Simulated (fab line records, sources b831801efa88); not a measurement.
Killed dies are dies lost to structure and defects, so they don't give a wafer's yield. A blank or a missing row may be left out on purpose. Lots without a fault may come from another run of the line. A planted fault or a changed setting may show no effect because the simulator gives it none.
Which tool did it? | flow sky130 | 10 lots, 28 wafers sampled, at 5 steps of a route of 708

WHAT THE GAUGES READ, wafer by wafer
SKY_NWELL_TW_MEAS_15.
lot  | measured    | on            | NWELL_TW
L785 | day 5 17:44 | film_metro-03 | 1821 1826
L786 | day 6 00:22 | film_metro-01 | 1791 1792
L789 | day 6 17:59 | film_metro-03 | 1820 1831 1821
L794 | day 7 21:30 | film_metro-03 | 1808 1819 1820
L793 | day 7 22:03 | film_metro-04 | 1830 1826 1834
L797 | day 8 17:01 | film_metro-04 | 1837 1822 1829
L798 | day 9 01:38 | film_metro-01 | 1789 1778 1785
L799 | day 9 04:42 | film_metro-01 | 1792 1788 1777
L800 | day 9 10:29 | film_metro-03 | 1810 1813 1817
L801 | day 9 19:06 | film_metro-01 | 1782 1792 1785

SKY_CONTACT_RS_MEAS_25: measures by four-point-probe.
lot  | measured     | on            | CONTACT_W_RS (ohm/sq)
L785 | day 33 02:40 | film_metro-02 | 0.500 0.507 0.499 0.507
L786 | day 33 13:26 | film_metro-01 | 0.334 0.486 0.334 0.485
L789 | day 34 09:19 | film_metro-01 | 0.334 0.338 0.485 0.334 0.338 0.484
L794 | day 36 06:23 | film_metro-02 | 0.346 0.342 0.341
L793 | day 36 08:50 | film_metro-02 | 0.339 0.335 0.338
L797 | day 37 01:32 | film_metro-02 | 0.334 0.328 0.339
L798 | day 37 16:34 | film_metro-01 | 0.337 0.339 0.341
L799 | day 37 17:56 | film_metro-02 | 0.341 0.344 0.339
L800 | day 38 01:26 | film_metro-01 | 0.342 0.337 0.338
L801 | day 38 08:31 | film_metro-02 | 0.341 0.342 0.338

SKY_CONTACT_THK_MEAS_26: measures by xrf.
lot  | measured     | on            | CONTACT_W_THK (nm)
L785 | day 33 04:27 | film_metro-02 | 230 226 230 226
L786 | day 33 18:35 | film_metro-01 | 343 237 343 237
L789 | day 34 11:10 | film_metro-01 | 342 338 238 342 337 239
L794 | day 36 06:30 | film_metro-02 | 323 326 330
L793 | day 36 08:58 | film_metro-02 | 334 335 330
L797 | day 37 01:38 | film_metro-02 | 339 345 332
L798 | day 37 16:41 | film_metro-01 | 337 335 331
L799 | day 37 18:02 | film_metro-02 | 331 328 333
L800 | day 38 01:33 | film_metro-01 | 333 336 335
L801 | day 38 08:38 | film_metro-02 | 331 331 335

WHICH TOOL RAN EACH LOT (tool, then ch and the chambers of the sampled wafers, then the start)
lot  | SKY_POLY_CUT_STRIP_12                | SKY_CONTACT_CVD_24
L785 | plasma_asher-04 ch 0,1, day 25 22:16 | cvd_w-01 ch 0,1, day 33 02:32
L786 | plasma_asher-02 ch 0,1, day 26 09:04 | cvd_w-01 ch 0,1, day 33 13:20
L789 | plasma_asher-04 ch 0,1, day 27 08:15 | cvd_w-01 ch 0,1, day 34 09:11
L794 | plasma_asher-04 ch 0,1, day 29 07:11 | cvd_w-02 ch 0,1, day 36 06:16
L793 | plasma_asher-03 ch 0,1, day 29 09:32 | cvd_w-02 ch 0,1, day 36 08:44
L797 | plasma_asher-03 ch 0,1, day 30 02:44 | cvd_w-01 ch 0,1, day 37 01:24
L798 | plasma_asher-03 ch 0,1, day 30 19:23 | cvd_w-01 ch 1, day 37 16:26
L799 | plasma_asher-02 ch 0,1, day 30 23:23 | cvd_w-02 ch 0,1, day 37 17:48
L800 | plasma_asher-04 ch 0,1, day 31 05:12 | cvd_w-02 ch 1, day 38 01:19
L801 | plasma_asher-02 ch 0,1, day 31 14:10 | cvd_w-02 ch 1, day 38 08:25
- SKY_POLY_CUT_STRIP_12: strips in O2/N2.
- SKY_CONTACT_CVD_24: deposits W, target thk 340 nm, time 102.12 s.

WHAT THE TOOLS THEMSELVES READ (means of the sampled wafers that have a number; where no wafer has one, the mark that the record gives instead)
SKY_POLY_CUT_STRIP_12.
lot  | tool            | drypump_motor_current_A (A) | oes_product_au (a.u.) | strip_time_to_endpoint_s (s)
L785 | plasma_asher-04 | 5.4                         | 0.454                 | 5.361
L786 | plasma_asher-02 | 6.1                         | 0.455                 | 5.377
L789 | plasma_asher-04 | 5.4                         | 0.452                 | 5.376
L794 | plasma_asher-04 | 5.4                         | 0.450                 | 5.392
L793 | plasma_asher-03 | 6.4                         | 0.450                 | 5.358
L797 | plasma_asher-03 | 6.2                         | 0.449                 | 5.387
L798 | plasma_asher-03 | 6.4                         | 0.454                 | 5.368
L799 | plasma_asher-02 | 6.1                         | 0.452                 | 5.350
L800 | plasma_asher-04 | 5.4                         | 0.453                 | 5.353
L801 | plasma_asher-02 | 6.0                         | 0.452                 | 5.333

SKY_CONTACT_CVD_24.
lot  | tool     | heater_power_w (W) | susceptor_temp_C (C)
L785 | cvd_w-01 | 888                | 399.91
L786 | cvd_w-01 | 880                | 400.03
L789 | cvd_w-01 | 855                | 399.91
L794 | cvd_w-02 | 948                | 400.13
L793 | cvd_w-02 | 944                | 400.02
L797 | cvd_w-01 | 929                | 399.68
L798 | cvd_w-01 | 783                | 399.94
L799 | cvd_w-02 | 943                | 400.12
L800 | cvd_w-02 | 824                | 400.03
L801 | cvd_w-02 | 817                | 400.40

THE ANSWER, worked out from the rows above alone
Rule: what is usual is taken from the lots themselves. Put in order of their means at a reading, lots are off if they are a third of the lots or fewer, leave a main group of 4 or more, and stand apart from it by a gap of 3 or more times the standard deviation of the main group's means; of several such gaps the widest counts. A main group whose means are all the same, to the digits that the tables above print for the reading, isn't used. A lot without any number at a reading at which 4 lots or more have one is off too. The other lots that the step has rows for count as sound. The gauges are gone through in route order, then the tools' own readings, and for those a lot's mean is taken as printed above. The first step at which some lot is off is used, and at that step the reading that is off furthest; a lot without a number counts as furthest.
Off: L785, L786, L789, at SKY_CONTACT_RS_MEAS_25 (CONTACT_W_RS). The main group: mean 0.339 ohm/sq, standard deviation 0.0028.
A tool fits if, at a process step before that reading, it ran every lot that is off, and no sound lot after the first of them. The gauges at SKY_CONTACT_RS_MEAS_25 are tried like those tools. None of those tried fits.

WHAT THE SIMULATOR HAD PUT IN
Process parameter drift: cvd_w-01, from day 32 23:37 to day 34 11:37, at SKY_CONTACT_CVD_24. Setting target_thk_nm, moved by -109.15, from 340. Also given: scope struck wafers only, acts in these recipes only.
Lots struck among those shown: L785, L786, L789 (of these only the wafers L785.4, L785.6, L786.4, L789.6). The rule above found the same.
